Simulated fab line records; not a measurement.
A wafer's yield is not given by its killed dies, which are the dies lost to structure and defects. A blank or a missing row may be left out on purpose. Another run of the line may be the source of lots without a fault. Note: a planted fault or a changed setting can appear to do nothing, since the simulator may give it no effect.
fab line records	flow sky130
record lots=5	wafers=15	last-day=50
route steps=708 shown VT_ADJUST_LVTN@113 VT_ADJUST_NCORE@119 PAD_OPEN@708
lots that met no fault: taken from a fault-free run of the same line
start-h: start of the lot's first displayed wafer, in hours after the record's first day	wait-h: time in hours since the lot's previous step	" unchanged from the row above	L1.1+2: a row that stands for several wafers	- no value, or no start was given	* or withheld: withheld	< > ~ a bound
route shown NAME@n: a module of which the file shows steps, and the number in the route of the first	usual: mean/standard deviation taken from wafers without a fault	same: alike in all rows	chamber/n: place in a boat	sites: the reading at each site	_std_site: how widely they spread, as a standard deviation	_edge_site: inner sites' mean taken away from outer sites' mean	radius-mm: for every site, how far away it sits from the centre of the wafer	mask NAME#n: copy n	behind: the last tool/chamber to shape the wafer	hold: why the lot went on hold/how many hours it stayed there/how the hold came to an end	device: the transistor (n, p or np) that didn't switch	end of line: at the end of the route, the tests of the same wafers	a step given without rows: its recipe and nothing more	killed: not the wafer's yield, but the dies lost to structure and defects at the first sort	map: shows each die of a wafer: x if killed, . if not, _ if none is there
set.NAME: the setting as run; set.NAME@STEP: as run at that earlier step	model.NAME: the simulator's own value behind a step, which no gauge read
lots at some steps of the route; a table a step, a row a wafer
services: the hour from which a tool's chamber was out of use, counted from the record's first day as start-h (under 0 if before that day), plus the number of hours and why
## steps
# step SKY_VT_ADJUST_LVTN_PEB_16
# recipe temp-c=withheld	time-s=*	resist=NOVOLAK
# step SKY_VT_ADJUST_LVTN_DEVELOP_17
# recipe resist=NOVOLAK	developer=TMAH	develop-time-s=60	dev-temp-c=23
# step SKY_VT_ADJUST_LVTN_OVL_MEAS_18
# usual VT_ADJUST_LVTN_01_OVL=-0.3/1.4
lot.wafer	tool	chamber	start-h	wait-h	VT_ADJUST_LVTN_01_OVL[nm]
L527.2	overlay-01	-	186.18	0.1	-0.8
L527.4	"	-	"	"	-0.4
L527.5	"	-	"	"	0.4
L536.4	overlay-01	-	247.28	0.1	-1.4
L536.5	"	-	"	"	0.3
L536.6	"	-	"	"	0.3
L537.2	overlay-02	-	258.56	0.1	0.8
L537.4	"	-	"	"	-0.1
L537.5	"	-	"	"	0.3
L545.4	overlay-01	-	312.12	0.1	1.2
L545.5	"	-	"	"	-2.6
L545.6	"	-	"	"	-1.4
L546.2	overlay-02	-	318.08	0.1	-3.3
L546.3	"	-	"	"	-2.2
L546.6	"	-	"	"	-2.9
# step SKY_VT_ADJUST_LVTN_IMPLANT_19
# recipe species=B	energy-kev=30	dose-cm2=6.5e+11	tilt-deg=withheld
# step SKY_VT_ADJUST_LVTN_STRIP_20
# recipe chemistry=O2/N2	power-w=1400	pressure-mtorr=1500	platen-temp-c=withheld	o2-flow-sccm=3000	n2-flow-sccm=300	overash-fraction=0.5
# usual drypump-motor-current-A=5.9/0.51	oes-product-au=0.716/0.004	strip-time-to-endpoint-s=14.18/0.045
lot.wafer	tool	chamber	start-h	wait-h	drypump-motor-current-A	oes-product-au	rf-hours-counter-h	strip-time-to-endpoint-s
L527.2	plasma-asher-02	0	186.36	0.1	4.9	0.712	38	14.21
L527.4	"	1	"	"	6.2	0.715	-	14.22
L527.5	"	1	"	"	6.2	0.718	-	14.15
L536.4	plasma-asher-04	0	247.48	0.1	6.6	0.715	-	14.15
L536.5	"	0	"	"	6.6	0.722	-	14.18
L536.6	"	1	"	"	5.5	0.718	-	14.10
L537.2	plasma-asher-01	0	258.74	0.1	6.1	0.712	58	14.17
L537.4	"	1	"	"	5.7	0.717	-	14.14
L537.5	"	0	"	"	6.1	0.716	-	14.17
L545.4	plasma-asher-04	1	312.32	0.1	5.5	0.715	-	14.23
L545.5	"	1	"	"	5.5	0.713	-	14.15
L545.6	"	0	"	"	6.6	0.712	-	14.18
L546.2	plasma-asher-02	0	318.26	0.1	4.9	0.710	51	14.26
L546.3	"	1	"	"	6.2	0.725	-	14.21
L546.6	"	1	"	"	6.2	0.718	-	14.25
# step SKY_VT_ADJUST_LVTN_TW_MEAS_21
# usual VT_ADJUST_LVTN_2_TW=188.1/1.4
lot.wafer	tool	chamber	start-h	wait-h	VT_ADJUST_LVTN_2_TW
L527.2	film-metro-03	-	186.47	0.1	186.2
L527.4	"	-	"	"	185.8
L527.5	"	-	"	"	186.3
L536.4	film-metro-02	-	247.57	0.1	191.0
L536.5	"	-	"	"	190.6
L536.6	"	-	"	"	190.4
L537.2	film-metro-01	-	258.85	0.1	187.7
L537.4	"	-	"	"	187.2
L537.5	"	-	"	"	187.2
L545.4	film-metro-01	-	312.42	0.1	186.3
L545.5	"	-	"	"	186.3
L545.6	"	-	"	"	188.2
L546.2	film-metro-03	-	318.37	0.1	185.9
L546.3	"	-	"	"	186.7
L546.6	"	-	"	"	186.9
# step SKY_VT_ADJUST_NCORE_DEHYDRATE_00
# recipe temp-c=200	time-s=60
# step SKY_VT_ADJUST_NCORE_HMDS_01
# recipe prime-time-s=60	prime-temp-c=120
# step SKY_VT_ADJUST_NCORE_COAT_02
# recipe resist=NOVOLAK	spin-rpm=3000	resist-thk-nm=1140
# step SKY_VT_ADJUST_NCORE_SOFTBAKE_03
# recipe temp-c=90	time-s=60	resist=NOVOLAK
# step SKY_VT_ADJUST_NCORE_EXPOSE_04
# recipe mask-id=LVTN_COMPLEMENT_THIN	na=0.6	source-shape=conventional	sigma-outer=0.6	polarization=unpolarized	target-cd-nm=380	dose-mj=139
# step SKY_VT_ADJUST_NCORE_PEB_05
# recipe temp-c=withheld	time-s=*	resist=NOVOLAK
# step SKY_VT_ADJUST_NCORE_DEVELOP_06
# recipe resist=NOVOLAK	developer=TMAH	develop-time-s=60	dev-temp-c=23
# usual developer-temp-C=22.98/0.13
lot.wafer	tool	chamber	start-h	wait-h	developer-temp-C
L527.2	litho-track-04	0	207.40	0.1	22.76
L527.4	"	0	"	"	22.80
L527.5	"	0	"	"	22.87
L536.4	litho-track-01	0	272.43	0.1	22.98
L536.5	"	0	"	"	23.06
L536.6	"	0	"	"	22.96
L537.2	litho-track-02	0	282.71	0.1	23.02
L537.4	"	0	"	"	22.93
L537.5	"	0	"	"	22.85
L545.4	litho-track-02	0	339.11	0.1	23.01
L545.5	"	0	"	"	23.16
L545.6	"	0	"	"	23.00
L546.2	litho-track-04	0	345.15	0.1	22.93
L546.3	"	0	"	"	22.90
L546.6	"	0	"	"	23.07
# step SKY_VT_ADJUST_NCORE_CD_MEAS_07
# recipe target-cd-nm=380
# usual cd-nm=379.5/2.5
lot.wafer	tool	chamber	start-h	wait-h	cd-nm
L527.2	cd-sem-02	-	207.55	0.1	380.6
L527.4	"	-	"	"	383.0
L527.5	"	-	"	"	382.2
L536.4	cd-sem-01	-	272.56	0.1	381.5
L536.5	"	-	"	"	380.9
L536.6	"	-	"	"	382.6
L537.2	cd-sem-01	-	282.86	0.1	381.6
L537.4	"	-	"	"	380.1
L537.5	"	-	"	"	381.0
L545.4	cd-sem-01	-	339.25	0.1	370.2
L545.5	"	-	"	"	370.1
L545.6	"	-	"	"	371.0
L546.2	cd-sem-01	-	345.30	0.1	376.1
L546.3	"	-	"	"	376.1
L546.6	"	-	"	"	377.6
# step SKY_VT_ADJUST_NCORE_OVL_MEAS_08
# usual VT_ADJUST_NCORE_OVL=-2.0/1.2
lot.wafer	tool	chamber	start-h	wait-h	VT_ADJUST_NCORE_OVL[nm]
L527.2	overlay-02	-	207.65	0.1	-2.0
L527.4	"	-	"	"	-3.3
L527.5	"	-	"	"	-1.7
L536.4	overlay-02	-	272.64	0.1	-1.8
L536.5	"	-	"	"	-4.3
L536.6	"	-	"	"	-4.0
L537.2	overlay-02	-	282.96	0.1	-1.6
L537.4	"	-	"	"	-3.1
L537.5	"	-	"	"	-1.1
L545.4	overlay-02	-	339.33	0.1	-3.4
L545.5	"	-	"	"	-1.6
L545.6	"	-	"	"	-1.6
L546.2	overlay-01	-	345.40	0.1	-2.2
L546.3	"	-	"	"	-0.5
L546.6	"	-	"	"	-2.2
# step SKY_PAD_OPEN_PROBE_99
# usual killed_at_M0_to_M3=43/6.7	killed_at_M4_up=3.1/1.9	killed-at-contacts=25/5	killed-at-front-end=15/4	killed-at-other=0.4/0.69	killed-dies=87/9.2	killed-open=46/7.1	killed-short=40/6.8
# same gross-dies=492	killed-at-back-side=0
lot.wafer	tool	chamber	start-h	wait-h	killed_at_M0_to_M3	killed_at_M4_up	killed-at-contacts	killed-at-front-end	killed-at-other	killed-dies	killed-open	killed-short
L527.2	prober-02	-	1098.29	0.1	46	2	37	19	0	104	63	41
L527.4	prober-02	-	1098.39	0.2	39	6	22	14	0	81	53	27
L527.5	prober-02	-	1098.44	0.2	44	1	18	16	0	79	31	48
L536.4	prober-01	-	1156.09	0.2	46	2	34	12	0	94	58	36
L536.5	prober-01	-	1156.14	0.2	59	3	17	13	0	92	58	33
# killed by level:class
L527.2 VIA1:geometric-particle:open=15 LI_CONTACT:geometric-particle:open=11 CONTACT:geometric-particle:open=10 LOCAL_INTERCONNECT:geometric-particle:short=8 VIA3:geometric-particle:open=7 VIA1:geometric-particle:short=6 VIA2:geometric-particle:open=6 FIELD_ISO:geometric-particle:open=5
L527.4 LI_CONTACT:geometric-particle:open=10 CONTACT:geometric-particle:open=9 VIA1:geometric-particle:open=8 VIA2:geometric-particle:open=6 POLY_GATE:geometric-particle:open=5 METAL2:geometric-particle:open=5 POLY_GATE:geometric-particle:short=4 METAL3:geometric-particle:open=4
L527.5 VIA1:geometric-particle:short=9 VIA1:geometric-particle:open=8 CONTACT:geometric-particle:short=6 METAL1:geometric-particle:short=6 FIELD_ISO:geometric-particle:open=5 METAL3:geometric-particle:short=5 VIA3:geometric-particle:open=5 CONTACT:geometric-particle:open=5
L536.4 CONTACT:geometric-particle:open=16 VIA1:geometric-particle:open=13 VIA2:geometric-particle:open=7 LI_CONTACT:geometric-particle:open=6 CONTACT:geometric-particle:short=6 METAL2:geometric-particle:short=5 VIA3:geometric-particle:open=5 FIELD_ISO:geometric-particle:short=4
L536.5 VIA1:geometric-particle:open=14 VIA2:geometric-particle:open=10 VIA3:geometric-particle:open=9 METAL2:geometric-particle:short=6 LI_CONTACT:geometric-particle:open=6 CONTACT:geometric-particle:open=6 METAL1:geometric-particle:short=6 VIA1:geometric-particle:short=5
## services
tool	chamber	start-h	hours	kind
plasma-asher-02	-	323.51	1.4	repair
plasma-asher-02	-	340.82	8.3	repair
## key
first-sign step=SKY_VT_ADJUST_NCORE_CD_MEAS_07	reading=cd-nm	direction=down	sigmas=3.7	usual=379.5	struck=370.4
effect none on later readings
met-at SKY_VT_ADJUST_NCORE_DEVELOP_06
struck-wafers L545.4,L545.5,L545.6
tester-left-out L545
onset-between 282.71 339.11
also-fits SKY_VT_ADJUST_LVTN_STRIP_20:plasma-asher-04
fault kind=process-parameter-drift	tool=litho-track-02	chamber=-	onset-h=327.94	steps=SKY_VT_ADJUST_NCORE_DEVELOP_06	channel=develop-time-s	offset=*	shape=step	end-h=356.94	acts-in=*	stated=*
# tester-left-out: of these lots the tester's yield and bins aren't shown, on N5 and GAA mostly nor the transistor test; their killed dies are dies lost to structure and defects alone, not to doping, threshold or leakage, so they don't give the yield
